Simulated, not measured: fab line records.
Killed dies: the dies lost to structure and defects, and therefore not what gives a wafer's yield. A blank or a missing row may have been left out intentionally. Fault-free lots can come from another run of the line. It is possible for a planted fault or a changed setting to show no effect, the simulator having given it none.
One fault through the eyes of 2 desks || flow gf180mcu || each desk has only its own numbers; what lay behind them comes last

## THE METROLOGY DESK
Means of the sampled wafers that have a number, per lot and without regard to the tool the lot ran on: this is what the gauges read. Marked OUT: a lot whose mean sits more than 4 standard deviations from the usual mean, which makes it out of limits; the brackets give that distance.
Columns: A = VT_IMPLANT_2_TW at GF_VT_IMPLANT_TW_MEAS_21, usual 1202; B = VT_IMPLANT_03_OVL at GF_VT_IMPLANT_OVL_MEAS_40, usual -1.3 nm
{"lot": "L373", "first seen here": "day 6 05:13", "A": 1190, "B": 0.6}
{"lot": "L377", "first seen here": "day 7 06:42", "A": 1197, "B": -0.5}
{"lot": "L378", "first seen here": "day 7 11:31", "A": 1226, "B": -2.5}
{"lot": "L381", "first seen here": "day 8 10:55", "A": 1194, "B": -1.8}
{"lot": "L382", "first seen here": "day 8 17:36", "A": 1198, "B": -0.0}
{"lot": "L383", "first seen here": "day 8 22:06", "A": 1197, "B": -1.3}
{"lot": "L384", "first seen here": "day 9 07:17", "A": 1191, "B": -1.0}
{"lot": "L387", "first seen here": "day 10 00:52", "A": 1215, "B": -0.9}
{"lot": "L388", "first seen here": "day 10 04:26", "A": "1062 (-10) OUT", "B": -2.6}
{"lot": "L389", "first seen here": "day 10 11:19", "A": 1216, "B": -2.2}
{"lot": "L390", "first seen here": "day 10 17:50", "A": "1084 (-8.4) OUT", "B": -1.7}
{"lot": "L396", "first seen here": "day 12 06:17", "A": 1196, "B": -1.6}
Finding of this desk: L388, L390 out of limits, first seen on L388 at day 10 04:26 (VT_IMPLANT_2_TW at GF_VT_IMPLANT_TW_MEAS_21). In limits: L373, L377, L378, L381, L382, L383, L384, L387, L389, L396.

## DESK OF THE TOOL OWNER: implanter-02
For each lot that ran on this tool, the mean over its sampled wafers that have a number, from the tool's own readings at GF_VT_IMPLANT_IMPLANT_19. Marked OUT: a lot whose mean sits more than 4 standard deviations from the usual mean, which makes it out of limits; the brackets give that distance.
Columns: A = tilt deg at GF_VT_IMPLANT_IMPLANT_19, usual 6.998 degrees
{"lot": "L384", "first seen here": "day 9 07:02", "A": 6.971}
{"lot": "L387", "first seen here": "day 10 00:37", "A": 6.992}
{"lot": "L388", "first seen here": "day 10 04:12", "A": "0.028 (-99 or more) OUT"}
{"lot": "L390", "first seen here": "day 10 17:35", "A": "0.005 (-99 or more) OUT"}
This desk's verdict: out of limits on L388, L390, starting with L388 at day 10 04:12 (tilt deg at GF_VT_IMPLANT_IMPLANT_19). In limits: L384, L387.

## ALL TOGETHER
The tool owner's desk had the chance to raise an alarm at day 10 04:12 on L388, L390.
Metrology desk: alarm possible at day 10 04:26 on L388, L390.
GF_VT_IMPLANT_IMPLANT_19 was run on implanter-02 by each of the lots named.

## WHAT HAD BEEN PUT IN BY THE SIMULATOR
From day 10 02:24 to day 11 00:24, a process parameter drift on implanter-02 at GF_VT_IMPLANT_IMPLANT_19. A move of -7 in setting tilt deg, from 7. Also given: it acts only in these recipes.
Lots struck among those shown: L388, L390.
Delay (hours) between the fault's onset and each desk's first out-of-limits reading: 2 at the tool owner's desk, 2 at the metrology desk.
